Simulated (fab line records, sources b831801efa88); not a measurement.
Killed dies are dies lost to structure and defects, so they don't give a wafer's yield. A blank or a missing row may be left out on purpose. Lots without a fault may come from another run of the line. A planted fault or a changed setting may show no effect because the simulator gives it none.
A struck lot beside a sound one | flow sky130 | 18 steps out of a route of 708
Sound: wafers L995.1, L995.3, L995.5. Struck: wafers L100.1, L100.2, L100.6. The cause comes at the end.
At each step with rows: each side's tool, then ch and its chambers, then its first start. Under that, the readings that differ: sound wafers | struck wafers | difference of the means | sigmas: that difference in standard deviations of wafers without a fault.
alike: readings whose means differ by less than 2 such deviations, and words and numbers that are the same on both sides. not compared: withheld readings, readings that some wafer has no value for, bounds like >300 that may hide the same value, and numbers for which the record gives no deviation and whose values overlap.
The two part at a step that has a row with sigmas, a row that says differs or no value, or rows on one side only. Numbers that don't overlap but have no deviation are shown without sigmas and don't part them. A reading that every wafer of one side lacks parts them only if that side has two wafers or more.

first, 4 steps without rows for these wafers: SKY_VT_ADJUST_PCH_SOFTBAKE_03; SKY_VT_ADJUST_PCH_EXPOSE_04 (exposes mask NWM, target cd 840 nm); SKY_VT_ADJUST_PCH_PEB_05; SKY_VT_ADJUST_PCH_DEVELOP_06 (develop time 60 s).
SKY_VT_ADJUST_PCH_OVL_MEAS_07:
  sound on overlay-02, day 12 08:36; struck on overlay-02, day 13 20:18
  reading                | sound          | struck      | difference | sigmas
  VT_ADJUST_PCH_OVL (nm) | -0.4 -0.4 -1.8 | 2.4 1.9 1.2 | +2.7       | +2
then, 1 step without rows for these wafers: SKY_VT_ADJUST_PCH_IMPLANT_08.
SKY_VT_ADJUST_PCH_STRIP_09: strips in O2/N2.
  sound on plasma_asher-02 ch 0,1, day 12 08:47; struck on plasma_asher-01 ch 0,1, day 13 20:29
  alike: chamber_pressure_mTorr, drypump_motor_current_A, n2_flow_sccm, o2_flow_sccm, oes_product_au, strip_time_to_endpoint_s
  not compared: rf_hours_counter_h
SKY_VT_ADJUST_PCH_TW_MEAS_10:
  sound on film_metro-04, day 12 08:53; struck on film_metro-02, day 13 20:35
  alike: VT_ADJUST_PCH_TW
then, 4 steps without rows for these wafers: SKY_SONOS_TUNNEL_DEHYDRATE_00 (time 60 s); SKY_SONOS_TUNNEL_HMDS_01 (prime time 60 s); SKY_SONOS_TUNNEL_COAT_02 (resist thk 1140 nm); SKY_SONOS_TUNNEL_SOFTBAKE_03 (time 60 s).
SKY_SONOS_TUNNEL_EXPOSE_04: exposes mask TUNM, target cd 410 nm.
  sound on iline_stepper-02 ch 0, day 12 20:56; struck on iline_stepper-01 ch 0, day 14 09:09
  reading              | sound                | struck            | difference | sigmas
  exposure_dose_mJ_cm2 | 135.94 135.97 135.92 | 93.09 92.83 92.90 | -43.00     | -99 or more
  alike: mask, focus_offset_nm
then, 2 steps without rows for these wafers: SKY_SONOS_TUNNEL_PEB_05; SKY_SONOS_TUNNEL_DEVELOP_06 (develop time 60 s).
SKY_SONOS_TUNNEL_CD_MEAS_07: target cd 410 nm.
  sound on cd_sem-01, day 13 08:15; struck on cd_sem-02, day 14 21:44
  reading    | sound             | struck            | difference | sigmas
  cd_nm (nm) | 407.2 407.3 408.6 | 302.5 301.8 301.7 | -105.7     | -39
SKY_SONOS_TUNNEL_OVL_MEAS_08:
  sound on overlay-01, day 13 08:22; struck on overlay-02, day 14 21:51
  alike: SONOS_TUNNEL_OVL
-- the record jumps here: 34 days lie between the struck wafers' starts before and after (it left off in module SONOS_TUNNEL and takes up again in module PAD_OPEN, whose first step shown is number 708 of the route) --
SKY_PAD_OPEN_PROBE_99:
  sound on prober-02, day 47 09:37; struck on prober-01, day 48 12:24
  alike: killed_at_M0_to_M3, killed_at_M4_up, killed_at_contacts, killed_at_front_end, killed_at_other, killed_dies, killed_open, killed_short
  not compared: model.etest.sonos_programmed.off_log10_a_um, model.etest.sonos_uncharged.vt_v

WHERE THEY PART
First at SKY_VT_ADJUST_PCH_OVL_MEAS_07; last, within this record, at SKY_SONOS_TUNNEL_CD_MEAS_07. Later steps at which nothing parts them and some readings are alike: SKY_SONOS_TUNNEL_OVL_MEAS_08, SKY_PAD_OPEN_PROBE_99.

WHY: what the simulator had put in
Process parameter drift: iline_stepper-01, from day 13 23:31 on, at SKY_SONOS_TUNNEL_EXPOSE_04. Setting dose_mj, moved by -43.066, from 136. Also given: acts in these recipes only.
